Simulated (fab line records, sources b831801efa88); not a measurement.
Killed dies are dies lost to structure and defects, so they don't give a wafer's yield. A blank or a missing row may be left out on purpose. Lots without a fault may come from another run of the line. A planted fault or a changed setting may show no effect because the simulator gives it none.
fab line records | flow gf180mcu
record lots=5 wafers=15 last_day=33
route steps=602 shown V4@499 MIM@503 M5@526
lots that met no fault: from a run of the same line without faults
start_h: hours from the record's first day to the start of the lot's first wafer shown | wait_h: hours since the lot's step before | " the same as in the row above | L1.1+2: a row that stands for several wafers | - no value, or no start given | * or withheld: withheld | < > ~ a bound
route shown NAME@n: a module of which the file shows steps, and the number in the route of the first | usual: mean/standard deviation of fault-free wafers | same: alike in all rows | chamber/n: place in a boat | sites: the reading at each site | _std_site: their standard deviation | _edge_site: outer sites' mean less inner sites' | radius_mm: how far each site lies from the wafer's centre | mask NAME#n: copy n | behind: the tool/chamber that last shaped the wafer | hold: why the lot was held/for how many hours/how that ended | device: the transistor (n, p or np) that didn't switch | end of line: the same wafers' tests at the end of the route | a step without rows: its recipe alone | killed: dies lost to structure and defects at the first sort, not the wafer's yield | map: a wafer's dies, x killed, . not, _ none there
set.NAME: the setting as run; set.NAME@STEP: as run at that earlier step | model.NAME: the simulator's own value behind a step, which no gauge read
lots at some steps of the route; a table a step, a row a wafer
services: from which hour (start_h, from the record's first day; less than 0 if before it) a tool's chamber was out of use, for how many hours, and why
## steps
# step GF_V4_CVD_23
# recipe material=W target_thk_nm=350 time_s=104.9 temp_c=400 pressure_torr=40
# usual heater_power_w=820/56
# columns lot.wafer tool chamber start_h wait_h heater_power_w
L076.2 cvd_w-01 0 584.12 0.0 770
L076.3 " 1 " " 920
L076.4 " 0 " " 800
L086.1 cvd_w-02 1 661.56 0.0 754
L086.2 " 0 " " 794
L086.4 " 1 " " 749
L089.3 cvd_w-01 0 679.59 0.1 821
L089.4 " 1 " " 906
L089.6 " 1 " " 899
L093.1 cvd_w-02 1 707.26 0.0 765
L093.2 " 0 " " 816
L093.5 " 0 " " 796
L094.1 cvd_w-01 1 713.91 0.0 927
L094.2 " 0 " " 802
L094.5 " 1 " " 901
# step GF_V4_RS_MEAS_24
# recipe thk_meas_gauge=four-point-probe reads=W_of_V4_CVD_23+TiN_of_V4_SPUTTER_22+Ti_of_V4_SPUTTER_21
# usual V4_W_RS=0.326/0.0049
# columns lot.wafer tool chamber start_h wait_h V4_W_RS[ohm/sq]
L076.2 film_metro-04 - 584.26 0.1 0.331
L076.3 " - " " 0.322
L076.4 " - " " 0.326
L086.1 film_metro-01 - 661.68 0.1 0.318
L086.2 " - " " 0.329
L086.4 " - " " 0.318
L089.3 film_metro-04 - 679.71 0.1 0.331
L089.4 " - " " 0.329
L089.6 " - " " 0.325
L093.1 film_metro-01 - 707.38 0.1 0.318
L093.2 " - " " 0.333
L093.5 " - " " 0.335
L094.1 film_metro-04 - 714.02 0.1 0.328
L094.2 " - " " 0.331
L094.5 " - " " 0.328
# step GF_V4_THK_MEAS_25
# recipe thk_meas_gauge=xrf reads=W_of_V4_CVD_23
# usual V4_W_THK=355/6
# columns lot.wafer tool chamber start_h wait_h V4_W_THK[nm]
L076.2 film_metro-04 - 584.37 0.1 348
L076.3 " - " " 356
L076.4 " - " " 350
L086.1 film_metro-01 - 661.80 0.1 366
L086.2 " - " " 353
L086.4 " - " " 365
L089.3 film_metro-04 - 679.81 0.1 349
L089.4 " - " " 353
L089.6 " - " " 355
L093.1 film_metro-01 - 707.50 0.1 366
L093.2 " - " " 347
L093.5 " - " " 347
L094.1 film_metro-04 - 714.14 0.1 349
L094.2 " - " " 345
L094.5 " - " " 350
# step GF_V4_CMP_26
# recipe stop_on=SiO2 down_force_psi=3.5 platen_rpm=60 t_overpolish_s=15 target_thk_nm=0 pad_velocity_m_s=0.94248
# usual motor_current_A=11.4/1.3 overpolish_run_s=15.000/0.0094 time_to_endpoint_s=84/4.7
# columns lot.wafer tool chamber start_h wait_h motor_current_A overpolish_run_s time_to_endpoint_s
L076.4 cmp-02 2 584.65 0.3 11.0 15.011 76
L076.3 " 3 " " 12.5 14.999 88
L076.2 " 0 " " 9.5 14.998 78
L086.4 cmp-02 2 661.86 0.0 10.4 14.990 76
L086.1 " 3 " " 12.1 15.001 92
L086.2 " 1 " " 14.6 15.010 84
L089.3 cmp-01 2 679.90 0.1 12.5 15.012 85
L089.4 " 3 " " 10.6 15.001 84
L089.6 " 2 " " 12.4 14.999 83
L093.2 cmp-01 3 707.56 0.0 10.0 14.999 82
L093.1 " 1 " " 11.7 14.998 83
L093.5 " 0 " " 10.4 14.986 84
L094.1 cmp-01 3 714.25 0.1 9.9 15.000 83
L094.2 " 1 " " 10.9 15.011 81
L094.5 " 3 " " 10.2 15.013 84
# step GF_MIM_SPUTTER_00
# recipe material=Ti target_thk_nm=37.5 arriving_ion_energy_ev=80 substrate_temp_c=200 chamber_pressure_pa=2 power_w=4000 time_s=150
# usual substrate_temp_c=199.98/0.17 throttle_valve_pct=29.9/0.54
# columns lot.wafer tool chamber start_h wait_h substrate_temp_c throttle_valve_pct
L076.2 pvd_sputter-03 - 584.95 0.1 199.84 29.7
L076.3 " - " " 200.06 30.2
L076.4 " - " " 199.98 30.1
L086.1 pvd_sputter-03 - 662.16 0.2 200.16 29.8
L086.2 " - " " 200.21 29.3
L086.4 " - " " 199.90 29.1
L089.3 pvd_sputter-04 - 680.15 0.2 199.87 29.8
L089.4 " - " " 199.98 30.0
L089.6 " - " " 199.85 30.3
L093.1 pvd_sputter-01 - 707.86 0.1 199.92 31.1
L093.2 " - " " 200.11 29.7
L093.5 " - " " 200.03 29.7
L094.1 pvd_sputter-03 - 714.50 0.2 200.29 30.2
L094.2 " - " " 199.88 29.3
L094.5 " - " " 200.01 30.2
# step GF_MIM_SPUTTER_01
# recipe material=TiN target_thk_nm=30 power_w=6500 time_s=25 chamber_pressure_pa=0.4
# usual throttle_valve_pct=29.9/0.56
# columns lot.wafer tool chamber start_h wait_h throttle_valve_pct
L076.2 pvd_sputter-03 - 585.05 0.1 29.7
L076.3 " - " " 30.1
L076.4 " - " " 30.1
L086.1 pvd_sputter-03 - 662.26 0.1 29.9
L086.2 " - " " 29.6
L086.4 " - " " 29.0
L089.3 pvd_sputter-04 - 680.25 0.1 29.7
L089.4 " - " " 30.1
L089.6 " - " " 30.2
L093.1 pvd_sputter-01 - 707.96 0.1 31.3
L093.2 " - " " 29.5
L093.5 " - " " 29.7
L094.1 pvd_sputter-03 - 714.60 0.1 30.1
L094.2 " - " " 28.8
L094.5 " - " " 30.1
# step GF_MIM_SPUTTER_02
# recipe material=AlCu target_thk_nm=450 power_w=10600 time_s=23.9 chamber_pressure_pa=0.4
# usual throttle_valve_pct=29.9/0.56
# columns lot.wafer tool chamber start_h wait_h throttle_valve_pct
L076.2 pvd_sputter-03 - 585.08 0.0 29.5
L076.3 " - " " 30.2
L076.4 " - " " 30.2
L086.1 pvd_sputter-03 - 662.29 0.0 30.0
L086.2 " - " " 29.5
L086.4 " - " " 28.8
L089.3 pvd_sputter-04 - 680.28 0.0 29.8
L089.4 " - " " 30.0
L089.6 " - " " 30.2
L093.1 pvd_sputter-01 - 707.99 0.0 31.0
L093.2 " - " " 29.4
L093.5 " - " " 29.9
L094.1 pvd_sputter-03 - 714.63 0.0 30.2
L094.2 " - " " 29.0
L094.5 " - " " 30.1
# step GF_MIM_SPUTTER_03
# recipe material=Ti target_thk_nm=10 substrate_temp_c=300 chamber_pressure_pa=0.3 power_w=3000 time_s=6.7
# usual substrate_temp_c=299.99/0.2 throttle_valve_pct=29.9/0.56
# columns lot.wafer tool chamber start_h wait_h substrate_temp_c throttle_valve_pct
L076.2 pvd_sputter-03 - 585.11 0.0 299.86 29.6
L076.3 " - " " 300.22 30.0
L076.4 " - " " 299.89 30.0
L086.1 pvd_sputter-03 - 662.32 0.0 299.88 29.8
L086.2 " - " " 299.88 29.6
L086.4 " - " " 299.90 29.0
L089.3 pvd_sputter-04 - 680.31 0.0 299.97 30.3
L089.4 " - " " 300.03 30.3
L089.6 " - " " 300.04 30.2
L093.1 pvd_sputter-01 - 708.02 0.0 299.75 31.1
L093.2 " - " " 300.21 29.7
L093.5 " - " " 299.82 29.7
L094.1 pvd_sputter-03 - 714.66 0.0 300.02 29.9
L094.2 " - " " 299.99 29.3
L094.5 " - " " 299.96 30.0
# step GF_MIM_SPUTTER_04
# recipe material=TiN target_thk_nm=50 power_w=6500 time_s=41.7 chamber_pressure_pa=0.4
# usual throttle_valve_pct=29.9/0.57
# columns lot.wafer tool chamber start_h wait_h throttle_valve_pct
L076.2 pvd_sputter-03 - 585.13 0.0 29.5
L076.3 " - " " 30.1
L076.4 " - " " 30.2
L086.1 pvd_sputter-03 - 662.34 0.0 30.1
L086.2 " - " " 29.9
L086.4 " - " " 29.1
L089.3 pvd_sputter-04 - 680.33 0.0 29.8
L089.4 " - " " 30.3
L089.6 " - " " 30.2
L093.1 pvd_sputter-01 - 708.04 0.0 31.1
L093.2 " - " " 29.8
L093.5 " - " " 29.6
L094.1 pvd_sputter-03 - 714.68 0.0 30.0
L094.2 " - " " 29.2
L094.5 " - " " 30.0
# step GF_MIM_CVD_05
# recipe material=Si3N4 target_thk_nm=42 temp_max_c=400 temp_c=385 time_s=29.086 rf_w=450
# usual heater_power_w=640/110
# columns lot.wafer tool chamber start_h wait_h heater_power_w
L076.2 pecvd-03 0 585.17 0.0 454
L076.3 " 1 " " 664
L076.4 " 2 " " 843
L086.1 pecvd-03 1 662.38 0.0 605
L086.2 " 2 " " 804
L086.4 " 2 " " 778
L089.3 pecvd-01 0 680.37 0.0 649
L089.4 " 2 " " 626
L089.6 " 1 " " 579
L093.1 pecvd-01 2 708.08 0.0 597
L093.2 " 0 " " 649
L093.5 " 0 " " 642
L094.1 pecvd-03 1 714.72 0.0 680
L094.2 " 2 " " 771
L094.5 " 2 " " 768
# step GF_MIM_THK_MEAS_06
# recipe reads=Si3N4_of_MIM_CVD_05
# usual MIM_CVD_05_THK=41.9/0.58
# columns lot.wafer tool chamber start_h wait_h MIM_CVD_05_THK[nm]
L076.2 film_metro-03 - 585.21 0.0 41.3
L076.3 " - " " 41.6
L076.4 " - " " 42.8
L086.1 film_metro-01 - 662.41 0.0 42.3
L086.2 " - " " 41.9
L086.4 " - " " 42.3
L089.3 film_metro-03 - 680.42 0.0 41.5
L089.4 " - " " 42.4
L089.6 " - " " 41.8
L093.1 film_metro-03 - 708.11 0.0 41.5
L093.2 " - " " 41.7
L093.5 " - " " 42.6
L094.1 film_metro-03 - 714.75 0.0 41.9
L094.2 " - " " 41.2
L094.5 " - " " 42.4
# step GF_MIM_SPUTTER_07
# recipe material=TiN target_thk_nm=60 power_w=6500 time_s=50 chamber_pressure_pa=0.4
# usual throttle_valve_pct=29.7/0.54
# columns lot.wafer tool chamber start_h wait_h throttle_valve_pct
L076.2 pvd_sputter-01 - 585.26 0.0 31.0
L076.3 " - " " 29.7
L076.4 " - " " 31.1
L086.1 pvd_sputter-01 - 662.47 0.1 31.0
L086.2 " - " " 29.4
L086.4 " - " " 29.5
L089.3 pvd_sputter-03 - 680.46 0.0 28.9
L089.4 " - " " 30.0
L089.6 " - " " 30.0
L093.1 pvd_sputter-04 - 708.17 0.1 30.4
L093.2 " - " " 30.1
L093.5 " - " " 30.6
L094.1 pvd_sputter-01 - 714.81 0.1 31.1
L094.2 " - " " 29.3
L094.5 " - " " 29.3
# step GF_MIM_SPUTTER_08
# recipe material=AlCu target_thk_nm=200 power_w=10600 time_s=10.6 chamber_pressure_pa=0.4
# usual throttle_valve_pct=29.8/0.51
# columns lot.wafer tool chamber start_h wait_h throttle_valve_pct
L076.2 pvd_sputter-01 - 585.31 0.0 31.1
L076.3 " - " " 29.7
L076.4 " - " " 31.1
L086.1 pvd_sputter-01 - 662.51 0.0 30.9
L086.2 " - " " 29.8
L086.4 " - " " 29.5
L089.3 pvd_sputter-03 - 680.51 0.0 29.1
L089.4 " - " " 30.2
L089.6 " - " " 30.2
L093.1 pvd_sputter-04 - 708.21 0.0 30.2
L093.2 " - " " 30.3
L093.5 " - " " 30.3
L094.1 pvd_sputter-01 - 714.86 0.0 31.1
L094.2 " - " " 29.6
L094.5 " - " " 29.4
# step GF_MIM_SPUTTER_09
# recipe material=TiN target_thk_nm=35 power_w=6500 time_s=29.2 chamber_pressure_pa=0.4141
# usual throttle_valve_pct=29.8/0.52
# columns lot.wafer tool chamber start_h wait_h throttle_valve_pct
L076.2 pvd_sputter-01 - 585.33 0.0 31.1
L076.3 " - " " 29.8
L076.4 " - " " 31.4
L086.1 pvd_sputter-01 - 662.54 0.0 31.1
L086.2 " - " " 29.6
L086.4 " - " " 29.5
L089.3 pvd_sputter-03 - 680.53 0.0 29.0
L089.4 " - " " 30.2
L089.6 " - " " 30.3
L093.1 pvd_sputter-04 - 708.24 0.0 30.1
L093.2 " - " " 30.5
L093.5 " - " " 30.4
L094.1 pvd_sputter-01 - 714.88 0.0 31.1
L094.2 " - " " 29.3
L094.5 " - " " 29.4
# step GF_MIM_RS_MEAS_10
# recipe thk_meas_gauge=four-point-probe reads=TiN_of_MIM_SPUTTER_09+AlCu_of_MIM_SPUTTER_08+TiN_of_MIM_SPUTTER_07
# usual MIM_ALCU_RS=0.1596/0.0021
# columns lot.wafer tool chamber start_h wait_h MIM_ALCU_RS[ohm/sq]
L076.2 film_metro-01 - 585.38 0.0 0.1587
L076.3 " - " " 0.1600
L076.4 " - " " 0.1585
L086.1 film_metro-03 - 662.57 0.0 0.1576
L086.2 " - " " 0.1591
L086.4 " - " " 0.1572
L089.3 film_metro-02 - 680.60 0.1 0.1624
L089.4 " - " " 0.1621
L089.6 " - " " 0.1614
L093.1 film_metro-03 - 708.27 0.0 0.1567
L093.2 " - " " 0.1555
L093.5 " - " " 0.1548
L094.1 film_metro-01 - 714.91 0.0 0.1601
L094.2 " - " " 0.1613
L094.5 " - " " 0.1586
# step GF_MIM_THK_MEAS_11
# recipe thk_meas_gauge=xrf reads=AlCu_of_MIM_SPUTTER_08
# usual MIM_ALCU_THK=202.7/2.4
# columns lot.wafer tool chamber start_h wait_h MIM_ALCU_THK[nm]
L076.2 film_metro-01 - 585.49 0.1 203.4
L076.3 " - " " 201.5
L076.4 " - " " 202.8
L086.1 film_metro-03 - 662.69 0.1 205.6
L086.2 " - " " 203.3
L086.4 " - " " 204.7
L089.3 film_metro-02 - 680.70 0.1 200.7
L089.4 " - " " 199.8
L089.6 " - " " 201.4
L093.1 film_metro-03 - 708.39 0.1 205.4
L093.2 " - " " 205.5
L093.5 " - " " 206.1
L094.1 film_metro-01 - 715.03 0.1 201.4
L094.2 " - " " 200.1
L094.5 " - " " 203.1
# step GF_MIM_DEHYDRATE_12
# recipe temp_c=200 time_s=60
# columns lot.wafer tool chamber start_h wait_h
L076.2+3+4 litho_track-02 0 595.47 10.0
L086.1+2+4 litho_track-03 0 671.84 9.1
L089.3+4+6 litho_track-03 0 689.79 9.1
L093.1+2+5 litho_track-03 0 716.34 7.9
L094.1+2+5 litho_track-02 0 723.14 8.1
# step GF_MIM_HMDS_13
# recipe prime_time_s=60 prime_temp_c=120
# columns lot.wafer tool chamber start_h wait_h
L076.2+3+4 litho_track-02 0 595.62 0.1
L086.1+2+4 litho_track-03 0 671.99 0.1
L089.3+4+6 litho_track-03 0 689.94 0.1
L093.1+2+5 litho_track-03 0 716.49 0.1
L094.1+2+5 litho_track-02 0 723.29 0.1
# step GF_MIM_COAT_14
# recipe resist=NOVOLAK spin_rpm=3000 resist_thk_nm=1000
# columns lot.wafer tool chamber start_h wait_h
L076.2+3+4 litho_track-02 0 595.77 0.1
L086.1+2+4 litho_track-03 0 672.14 0.1
L089.3+4+6 litho_track-03 0 690.09 0.1
L093.1+2+5 litho_track-03 0 716.64 0.1
L094.1+2+5 litho_track-02 0 723.44 0.1
# step GF_MIM_SOFTBAKE_15
# recipe temp_c=90 time_s=60 resist=NOVOLAK
# columns lot.wafer tool chamber start_h wait_h
L076.2+3+4 litho_track-02 0 595.92 0.1
L086.1+2+4 litho_track-03 0 672.29 0.1
L089.3+4+6 litho_track-03 0 690.24 0.1
L093.1+2+5 litho_track-03 0 716.79 0.1
L094.1+2+5 litho_track-02 0 723.59 0.1
# step GF_MIM_EXPOSE_16
# recipe mask_id=FuseTop target_cd_nm=2000 na=0.6 source_shape=conventional sigma_outer=0.6 dose_mj=140
# usual focus_offset_nm=0.0/0.53
# columns lot.wafer tool chamber start_h wait_h mask focus_offset_nm
L076.2 iline_stepper-01 0 - - FuseTop#0 -0.2
L076.3 " 0 " " FuseTop#0 -1.4
L076.4 " 0 " " FuseTop#0 -0.1
L086.1 iline_stepper-02 0 - - FuseTop#0 0.1
L086.2 " 0 " " FuseTop#0 -0.3
L086.4 " 0 " " FuseTop#0 -0.7
L089.3 iline_stepper-01 0 - - FuseTop#0 0.2
L089.4 " 0 " " FuseTop#0 0.4
L089.6 " 0 " " FuseTop#0 -0.5
L093.1 iline_stepper-01 0 - - FuseTop#0 -0.3
L093.2 " 0 " " FuseTop#0 -0.8
L093.5 " 0 " " FuseTop#0 -0.5
L094.1 iline_stepper-01 0 - - FuseTop#0 -0.5
L094.2 " 0 " " FuseTop#0 -0.1
L094.5 " 0 " " FuseTop#0 0.0
# step GF_MIM_PEB_17
# recipe temp_c=withheld time_s=* resist=NOVOLAK
# columns lot.wafer tool chamber start_h wait_h
L076.2+3+4 litho_track-02 0 - -
L086.1+2+4 litho_track-01 0 - -
L089.3+4+6 litho_track-03 0 - -
L093.1+2+5 litho_track-01 0 - -
L094.1+2+5 litho_track-01 0 - -
# step GF_MIM_DEVELOP_18
# recipe develop_time_s=60 dev_temp_c=23
# columns lot.wafer tool chamber start_h wait_h
L076.2+3+4 litho_track-02 0 606.47 0.1
L086.1+2+4 litho_track-01 0 681.52 0.1
L089.3+4+6 litho_track-03 0 699.29 0.1
L093.1+2+5 litho_track-01 0 725.57 0.1
L094.1+2+5 litho_track-01 0 731.92 0.1
# step GF_MIM_METAL_ETCH_19
# recipe chemistry=Cl2/BCl3 mask_material=NOVOLAK stop_on=Si3N4 target_depth_nm=324.5 pressure_mtorr=8 icp_w=800 bias_w=140 Cl2_flow_sccm=80 bcl3_flow_sccm=40 time_s=54.1
# usual bcl3_flow_sccm=40.00/0.11 drypump_motor_current_A=5.8/0.41 mfc_cl2_sccm=80.07/0.25 oes_product_au=0.944/0.0063 throttle_valve_pct=28.279/0.011
# columns lot.wafer tool chamber start_h wait_h bcl3_flow_sccm drypump_motor_current_A mfc_cl2_sccm oes_product_au rf_hours_counter_h throttle_valve_pct
L076.2 rie_metal-01 1 606.60 0.1 40.11 6.4 79.89 0.941 15 28.264
L076.3 " 0 " " 39.99 5.4 80.10 0.940 - 28.294
L076.4 " 1 " " 40.18 6.4 79.77 0.944 - 28.262
L086.1 rie_metal-01 1 681.67 0.1 39.84 6.4 80.23 0.947 2 28.278
L086.2 " 1 " " 39.92 6.4 80.20 0.944 - 28.262
L086.4 " 1 " " 39.78 6.4 80.08 0.943 - 28.266
L089.3 rie_metal-02 0 699.41 0.1 39.97 5.6 80.11 0.943 - 28.282
L089.4 " 1 " " 39.94 5.8 80.15 0.940 - 28.290
L089.6 " 0 " " 40.06 5.6 79.97 0.940 - 28.294
L093.1 rie_metal-02 0 725.72 0.1 39.91 5.6 80.36 0.950 10 28.266
L093.2 " 0 " " 39.80 5.6 80.37 0.954 - 28.281
L093.5 " 0 " " 39.99 5.6 80.35 0.951 - 28.271
L094.1 rie_metal-02 1 732.07 0.1 40.06 5.9 80.01 0.933 0 28.279
L094.2 " 0 " " 39.94 5.6 80.01 0.937 11 28.283
L094.5 " 0 " " 39.93 5.5 80.32 0.940 - 28.278
# step GF_MIM_STRIP_20
# recipe chemistry=O2/N2 power_w=1400 pressure_mtorr=1500 platen_temp_c=250 o2_flow_sccm=3000 n2_flow_sccm=300 overash_fraction=0.5
# usual drypump_motor_current_A=5.6/0.53 heater_power_w=356/38 oes_product_au=0.692/0.005 strip_time_to_endpoint_s=11.25/0.041
# same overash_fraction=0.5
# columns lot.wafer tool chamber start_h wait_h drypump_motor_current_A heater_power_w oes_product_au rf_hours_counter_h strip_time_to_endpoint_s
L076.2 plasma_asher-03 0 606.69 0.1 4.7 417 0.699 54 11.30
L076.3 " 0 " " 4.7 421 0.689 - 11.29
L076.4 " 1 " " 5.7 305 0.692 - 11.31
L086.1 plasma_asher-04 1 681.81 0.1 5.8 351 0.688 28 11.22
L086.2 " 0 " " 5.3 308 0.683 28 11.23
L086.4 " 1 " " 5.8 361 0.685 - 11.20
L089.3 plasma_asher-01 1 699.49 0.1 5.6 357 0.686 - 11.28
L089.4 " 0 " " 6.5 381 0.695 - 11.23
L089.6 " 1 " " 5.7 359 0.690 - 11.26
L093.1 plasma_asher-03 0 725.86 0.1 4.7 432 0.697 67 11.27
L093.2 " 1 " " 5.7 322 0.687 67 11.31
L093.5 " 0 " " 4.7 428 0.693 - 11.30
L094.1 plasma_asher-04 1 732.14 0.0 5.8 354 0.691 33 11.29
L094.2 " 0 " " 5.3 316 0.692 33 11.29
L094.5 " 1 " " 5.8 351 0.693 - 11.29
# step GF_MIM_STRIP_21
# recipe chemistry=post_etch_residue_remover time_s=1200 temp_c=72.5
# usual temp_c=72.51/0.13
# columns lot.wafer tool chamber start_h wait_h temp_c
L076.2 wet_bench-01 1 606.79 0.1 72.61
L076.3 " 1 " " 72.39
L076.4 " 1 " " 72.44
L086.1 wet_bench-01 0 681.91 0.1 72.47
L086.2 " 0 " " 72.50
L086.4 " 0 " " 72.63
L089.3 wet_bench-02 2 699.56 0.0 72.63
L089.4 " 2 " " 72.44
L089.6 " 2 " " 72.58
L093.1 wet_bench-04 2 725.96 0.1 72.52
L093.2 " 2 " " 72.49
L093.5 " 2 " " 72.57
L094.1 wet_bench-01 1 732.24 0.1 72.69
L094.2 " 1 " " 72.57
L094.5 " 1 " " 72.59
# step GF_MIM_CLEAN_22
# recipe chemistry=DIW dry=n2_spin
# columns lot.wafer tool chamber start_h wait_h
L076.2+3+4 wet_bench-04 0 607.17 0.0
L086.1+2+4 wet_bench-04 1 682.29 0.0
L089.3+4+6 wet_bench-01 0 699.90 0.0
L093.1+2+5 wet_bench-01 2 726.31 0.0
L094.1+2+5 wet_bench-02 3 732.59 0.0
# step GF_M5_DEHYDRATE_00
# recipe temp_c=200 time_s=60
# columns lot.wafer tool chamber start_h wait_h
L076.2+3+4 litho_track-01 0 617.20 9.9
L086.1+2+4 litho_track-04 0 691.19 8.8
L089.3+4+6 litho_track-04 0 708.54 8.5
L093.1+2+5 litho_track-03 0 734.44 8.0
L094.1+2+5 litho_track-04 0 740.54 7.8
# step GF_M5_HMDS_01
# recipe prime_time_s=60 prime_temp_c=120
# columns lot.wafer tool chamber start_h wait_h
L076.2+3+4 litho_track-01 0 617.35 0.1
L086.1+2+4 litho_track-04 0 691.34 0.1
L089.3+4+6 litho_track-04 0 708.69 0.1
L093.1+2+5 litho_track-03 0 734.59 0.1
L094.1+2+5 litho_track-04 0 740.69 0.1
# step GF_M5_COAT_02
# recipe resist=KrF spin_rpm=withheld resist_thk_nm=1000
# columns lot.wafer tool chamber start_h wait_h
L076.2+3+4 litho_track-01 0 617.50 0.1
L086.1+2+4 litho_track-04 0 691.49 0.1
L089.3+4+6 litho_track-04 0 708.84 0.1
L093.1+2+5 litho_track-03 0 734.74 0.1
L094.1+2+5 litho_track-04 0 740.84 0.1
# step GF_M5_SOFTBAKE_03
# recipe temp_c=130 time_s=60 resist=KrF
# columns lot.wafer tool chamber start_h wait_h
L076.2+3+4 litho_track-01 0 617.65 0.1
L086.1+2+4 litho_track-04 0 691.64 0.1
L089.3+4+6 litho_track-04 0 708.99 0.1
L093.1+2+5 litho_track-03 0 734.89 0.1
L094.1+2+5 litho_track-04 0 740.99 0.1
# step GF_M5_EXPOSE_04
# recipe mask_id=Metal5 target_cd_nm=280 na=0.68 source_shape=conventional sigma_outer=0.6 dose_mj=28
# usual focus_offset_nm=0.0/0.5
# columns lot.wafer tool chamber start_h wait_h mask focus_offset_nm
L076.2 krf_scanner-01 0 - - Metal5#0 -0.2
L076.3 " 0 " " Metal5#0 0.4
L076.4 " 0 " " Metal5#0 0.3
L086.1 krf_scanner-01 0 - - Metal5#0 0.0
L086.2 " 0 " " Metal5#0 -0.1
L086.4 " 0 " " Metal5#0 -0.6
L089.3 krf_scanner-01 0 - - Metal5#0 0.1
L089.4 " 0 " " Metal5#0 0.7
L089.6 " 0 " " Metal5#0 0.5
L093.1 krf_scanner-01 0 - - Metal5#0 0.4
L093.2 " 0 " " Metal5#0 -0.3
L093.5 " 0 " " Metal5#0 0.3
L094.1 krf_scanner-02 0 - - Metal5#0 0.0
L094.2 " 0 " " Metal5#0 0.4
L094.5 " 0 " " Metal5#0 0.5
# step GF_M5_PEB_05
# recipe peb_temp_c=135 peb_time_s=90 resist=KrF
# columns lot.wafer tool chamber start_h wait_h
L076.2+3+4 litho_track-04 0 - -
L086.1+2+4 litho_track-03 0 - -
L089.3+4+6 litho_track-01 0 - -
L093.1+2+5 litho_track-03 0 - -
L094.1+2+5 litho_track-03 0 - -
# step GF_M5_DEVELOP_06
# recipe develop_time_s=60 dev_temp_c=21
# columns lot.wafer tool chamber start_h wait_h
L076.2+3+4 litho_track-04 0 627.66 0.2
L086.1+2+4 litho_track-03 0 700.54 0.2
L089.3+4+6 litho_track-01 0 717.72 0.1
L093.1+2+5 litho_track-03 0 743.34 0.2
L094.1+2+5 litho_track-03 0 749.59 0.2
# step GF_M5_CD_MEAS_07
# recipe target_cd_nm=280
# usual cd_nm=279.8/1.2
# columns lot.wafer tool chamber start_h wait_h cd_nm
L076.2 cd_sem-01 - 627.81 0.1 278.8
L076.3 " - " " 279.5
L076.4 " - " " 276.8
L086.1 cd_sem-02 - 700.69 0.1 279.3
L086.2 " - " " 279.1
L086.4 " - " " 280.4
L089.3 cd_sem-01 - 717.86 0.1 281.3
L089.4 " - " " 280.7
L089.6 " - " " 280.2
L093.1 cd_sem-01 - 743.49 0.1 280.5
L093.2 " - " " 280.7
L093.5 " - " " 281.6
L094.1 cd_sem-02 - 749.81 0.2 282.5
L094.2 " - " " 281.9
L094.5 " - " " 282.1
# step GF_M5_OVL_MEAS_08
# usual M5_OVL=-1/4.6
# columns lot.wafer tool chamber start_h wait_h M5_OVL[nm]
L076.2 overlay-01 - 627.91 0.1 1
L076.3 " - " " -1
L076.4 " - " " 6
L086.1 overlay-01 - 700.81 0.1 4
L086.2 " - " " 4
L086.4 " - " " -6
L089.3 overlay-02 - 717.96 0.1 -3
L089.4 " - " " -7
L089.6 " - " " -4
L093.1 overlay-01 - 743.61 0.1 -5
L093.2 " - " " 4
L093.5 " - " " -3
L094.1 overlay-02 - 749.93 0.1 -1
L094.2 " - " " -6
L094.5 " - " " -5
# step GF_M5_ETCH_09
# recipe chemistry=CF4/O2 target=Si3N4 target_depth_nm=52 source_w=800 bias_w=150 pressure_mtorr=150 cf4_flow_sccm=80 O2_flow_sccm=10 time_s=11.6
# usual drypump_motor_current_A=5.6/0.5 oes_product_au=0.997/0.016 throttle_valve_pct=5.969/0.0097
# columns lot.wafer tool chamber start_h wait_h drypump_motor_current_A oes_product_au rf_hours_counter_h throttle_valve_pct
L076.2 rie_diel-02 0 627.94 0.0 5.3 1.020 28 5.966
L076.3 " 3 " " 6.1 1.000 38 5.960
L076.4 " 2 " " 6.0 1.015 2 5.981
L086.1 rie_diel-04 0 700.84 0.0 5.1 0.986 26 5.964
L086.2 " 1 " " 6.3 0.996 10 5.973
L086.4 " 2 " " 5.2 0.968 9 5.978
L089.3 rie_diel-03 3 717.98 0.0 5.3 1.004 17 5.979
L089.4 " 1 " " 5.3 1.002 38 5.958
L089.6 " 1 " " 5.3 1.004 - 5.975
L093.1 rie_diel-02 2 743.64 0.0 6.0 1.005 7 5.958
L093.2 " 3 " " 6.1 1.005 42 5.991
L093.5 " 2 " " 6.0 1.018 - 5.982
L094.1 rie_diel-02 1 749.97 0.0 5.9 0.978 27 5.961
L094.2 " 3 " " 6.1 0.993 42 5.961
L094.5 " 3 " " 6.1 0.995 - 5.962
## services
# columns tool chamber start_h hours kind
pvd_sputter-03 - 560.40 1.4 repair
iline_stepper-01 - 564.50 21.6 repair
krf_scanner-01 - 566.22 1.3 pm
cmp-01 - 568.30 0.8 repair
pecvd-03 - 578.36 3.3 repair
cmp-01 - 583.96 3.7 repair
krf_scanner-01 - 609.40 3.6 pm
iline_stepper-01 - 611.12 1.0 repair
iline_stepper-01 - 621.52 8.2 repair
pecvd-03 - 639.47 5.5 pm
rie_diel-02 0 655.72 4.3 repair
pecvd-03 - 665.96 0.7 repair
cmp-01 - 669.37 4.6 pm
pvd_sputter-04 - 672.20 1.4 repair
rie_diel-02 - 692.37 2.8 pm
krf_scanner-01 - 698.70 2.1 repair
krf_scanner-01 - 708.22 0.8 pm
iline_stepper-01 - 711.36 1.7 pm
krf_scanner-01 - 721.20 4.6 repair
pvd_sputter-04 - 724.92 1.2 repair
krf_scanner-01 - 725.81 1.0 pm
krf_scanner-01 - 742.12 1.3 pm
cmp-01 - 748.77 4.0 pm
cmp-01 - 749.16 1.3 repair
## key
fault none
